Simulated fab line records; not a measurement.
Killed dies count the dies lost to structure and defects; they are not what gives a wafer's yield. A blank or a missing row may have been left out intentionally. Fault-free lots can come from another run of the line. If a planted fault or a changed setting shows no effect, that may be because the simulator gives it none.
Which of the tools did it?    flow sky130    39 wafers from 13 lots sampled at 5 of the route's 708 steps

== WHAT EACH GAUGE READ, for each wafer ==
The record lacks any reading of a measuring or inspecting step that a usual standard deviation could be used to judge.

== TOOL THAT RAN EACH LOT (tool first, then ch and the chambers of the sampled wafers, then the start) ==
lot   SKY_SONOS_TUNNEL_CLEAN_13        SKY_METAL4_METAL_ETCH_18           SKY_METAL5_SPUTTER_02         SKY_PASSIVATION_ETCH_11             SKY_PAD_OPEN_PROBE_99
L741  wet bench-01 ch 1, day 11 17:24  rie metal-02 ch 0,1, day 41 20:12  pvd sputter-01, day 42 22:06  rie diel-01 ch 1,3, day 44 21:27    prober-02, day 45 21:37
L743  wet bench-03 ch 2, day 12 19:59  rie metal-04 ch 0,1, day 42 23:11  pvd sputter-03, day 44 00:56  rie diel-03 ch 0,1,3, day 45 20:35  prober-02, day 46 20:01
L744  wet bench-03 ch 0, day 13 07:50  rie metal-01 ch 0,1, day 43 15:08  pvd sputter-01, day 44 15:59  rie diel-01 ch 0,1,2, day 46 11:29  prober-01, day 47 08:55
L745  wet bench-03 ch 3, day 13 12:34  rie metal-02 ch 0,1, day 43 17:37  pvd sputter-03, day 44 19:16  rie diel-03 ch 0,1,3, day 46 13:54  prober-02, day 47 12:04
L746  wet bench-03 ch 0, day 13 15:40  rie metal-02 ch 0, day 43 20:41    pvd sputter-01, day 44 21:44  rie diel-02 ch 0,1, day 46 17:12    prober-01, day 47 15:45
L747  wet bench-02 ch 2, day 14 00:41  rie metal-01 ch 1, day 44 03:00    pvd sputter-04, day 45 03:32  rie diel-01 ch 0,1,2, day 46 21:32  prober-02, day 47 19:55
L748  wet bench-02 ch 1, day 14 07:25  rie metal-01 ch 0,1, day 44 13:28  pvd sputter-04, day 45 13:30  rie diel-03 ch 0,2,3, day 47 06:46  prober-01, day 48 05:05
L750  wet bench-02 ch 3, day 14 20:55  rie metal-04 ch 1, day 44 21:46    pvd sputter-04, day 45 21:56  rie diel-02 ch 0,1,2, day 47 16:20  prober-02, day 48 13:52
L751  wet bench-02 ch 0, day 14 22:56  rie metal-01 ch 0,1, day 45 13:22  pvd sputter-01, day 46 13:50  rie diel-02 ch 1,2,3, day 48 06:16  prober-02, day 49 03:49
L752  wet bench-02 ch 1, day 15 14:11  rie metal-01 ch 0,1, day 45 16:01  pvd sputter-03, day 46 15:41  rie diel-01 ch 1,2, day 48 08:38    prober-01, day 49 05:29
L753  wet bench-02 ch 3, day 15 18:33  rie metal-02 ch 0, day 45 16:19    pvd sputter-04, day 46 16:26  rie diel-02 ch 2,3, day 48 08:59    prober-02, day 49 05:57
L755  wet bench-02 ch 3, day 16 12:56  rie metal-01 ch 0,1, day 45 23:21  pvd sputter-01, day 46 21:55  rie diel-01 ch 1,2,3, day 48 14:08  prober-02, day 49 11:10
L756  wet bench-02 ch 1, day 16 21:17  rie metal-01 ch 0,1, day 46 02:01  pvd sputter-04, day 47 00:18  rie diel-01 ch 0,1,3, day 48 16:18  prober-01, day 49 13:07
- SKY_SONOS_TUNNEL_CLEAN_13: cleans in dHF, time 20 s.
- SKY_METAL4_METAL_ETCH_18: etches the open film in Cl2/BCl3, stops on SiO2, target depth 845 nm, time 183.1 s.
- SKY_METAL5_SPUTTER_02: material AlCu, target thk 1150 nm, time 61.2 s.
- SKY_PASSIVATION_ETCH_11: etches the open film in CF4/O2, stops on AlCu, target depth 725 nm, time 161.1 s.
- SKY_PAD_OPEN_PROBE_99

== WHAT THE TOOLS THEMSELVES READ (means of the sampled wafers that have a number; where no wafer has one, the mark that the record gives instead) ==
SKY_METAL4_METAL_ETCH_18.
lot   tool          drypump motor current A (A)  oes product au (a.u.)  throttle valve pct (%)
L741  rie metal-02  5.8                          0.874                  22.259
L743  rie metal-04  5.4                          0.872                  22.264
L744  rie metal-01  5.1                          0.872                  22.267
L745  rie metal-02  5.8                          0.861                  22.271
L746  rie metal-02  5.8                          0.867                  22.257
L747  rie metal-01  4.7                          0.867                  22.254
L748  rie metal-01  5.5                          0.861                  22.263
L750  rie metal-04  5.8                          0.864                  22.265
L751  rie metal-01  5.1                          0.862                  22.248
L752  rie metal-01  5.1                          0.870                  22.262
L753  rie metal-02  5.8                          0.859                  22.269
L755  rie metal-01  5.1                          0.859                  22.253
L756  rie metal-01  5.1                          0.860                  22.269

SKY_METAL5_SPUTTER_02.
lot   tool            throttle valve pct (%)
L741  pvd sputter-01  30.9
L743  pvd sputter-03  30.4
L744  pvd sputter-01  30.2
L745  pvd sputter-03  30.3
L746  pvd sputter-01  30.2
L747  pvd sputter-04  29.8
L748  pvd sputter-04  29.0
L750  pvd sputter-04  28.7
L751  pvd sputter-01  30.2
L752  pvd sputter-03  30.9
L753  pvd sputter-04  28.7
L755  pvd sputter-01  30.9
L756  pvd sputter-04  29.0

SKY_PASSIVATION_ETCH_11.
lot   tool         drypump motor current A (A)  oes product au (a.u.)  throttle valve pct (%)
L741  rie diel-01  5.6                          0.985                  5.963
L743  rie diel-03  6.3                          0.971                  5.961
L744  rie diel-01  5.8                          0.981                  5.967
L745  rie diel-03  6.3                          0.981                  5.963
L746  rie diel-02  5.8                          0.974                  5.964
L747  rie diel-01  5.8                          0.982                  5.969
L748  rie diel-03  6.1                          0.979                  5.971
L750  rie diel-02  5.9                          0.974                  5.968
L751  rie diel-02  5.4                          0.978                  5.958
L752  rie diel-01  5.8                          0.980                  5.962
L753  rie diel-02  5.3                          0.978                  5.966
L755  rie diel-01  5.7                          0.977                  5.967
L756  rie diel-01  5.5                          0.977                  5.955

SKY_PAD_OPEN_PROBE_99.
lot   tool       killed_at_M0_to_M3  killed_at_M4_up  killed at contacts  killed at front end  killed at other  killed dies  killed on rim  killed open  killed short
L741  prober-02  42                  4.7              21                  18                   0.3              85           17             42           42
L743  prober-02  42                  2.0              27                  14                   0.3              85           17             48           37
L744  prober-01  45                  2.0              26                  19                   0.0              92           18             52           39
L745  prober-02  46                  3.7              25                  13                   0.7              87           15             46           41
L746  prober-01  37                  2.3              27                  19                   0.3              86           21             43           42
L747  prober-02  44                  2.7              31                  15                   0.7              93           17             54           38
L748  prober-01  41                  3.0              20                  20                   0.3              85           17             49           36
L750  prober-02  45                  2.0              32                  14                   0.0              93           18             52           40
L751  prober-02  41                  4.3              24                  15                   0.3              84           15             46           38
L752  prober-01  40                  0.7              28                  11                   0.0              80           15             45           34
L753  prober-02  43                  4.0              30                  13                   0.0              89           17             48           41
L755  prober-02  40                  5.7              21                  50                   0.0              116          24             44           40
L756  prober-01  44                  3.0              26                  40                   0.3              114          23             49           41

== THE ANSWER, worked out from the rows above alone ==
Rule: usual is defined by the lots themselves. Put in order of their means at a reading, lots are off if they are a third of the lots or fewer, leave a main group of 4 or more, and stand apart from it by a gap of 3 or more times the standard deviation of the main group's means; of several such gaps the widest counts. A main group whose means are all the same, to the digits that the tables above print for the reading, isn't used. A lot without any number at a reading at which 4 lots or more have one is off too. Where the step has rows for the other lots, those lots are counted as sound. Order of review: gauges by route order, followed by the tools' own readings, for which a lot's mean as printed above is used. The first step at which some lot is off is used, and at that step the reading that is off furthest; a lot without a number counts as furthest.
Off, at SKY_PAD_OPEN_PROBE_99 on killed at front end: L755, L756. The main group: mean 16, standard deviation 2.8.
A tool fits if, at that step or a process step before it, it ran every lot that is off, and no sound lot after the first of them. Can't be told from this: 3 tools fit, wet bench-02 at SKY_SONOS_TUNNEL_CLEAN_13, rie metal-01 at SKY_METAL4_METAL_ETCH_18, rie diel-01 at SKY_PASSIVATION_ETCH_11.

== WHAT HAD BEEN PUT IN BY THE SIMULATOR ==
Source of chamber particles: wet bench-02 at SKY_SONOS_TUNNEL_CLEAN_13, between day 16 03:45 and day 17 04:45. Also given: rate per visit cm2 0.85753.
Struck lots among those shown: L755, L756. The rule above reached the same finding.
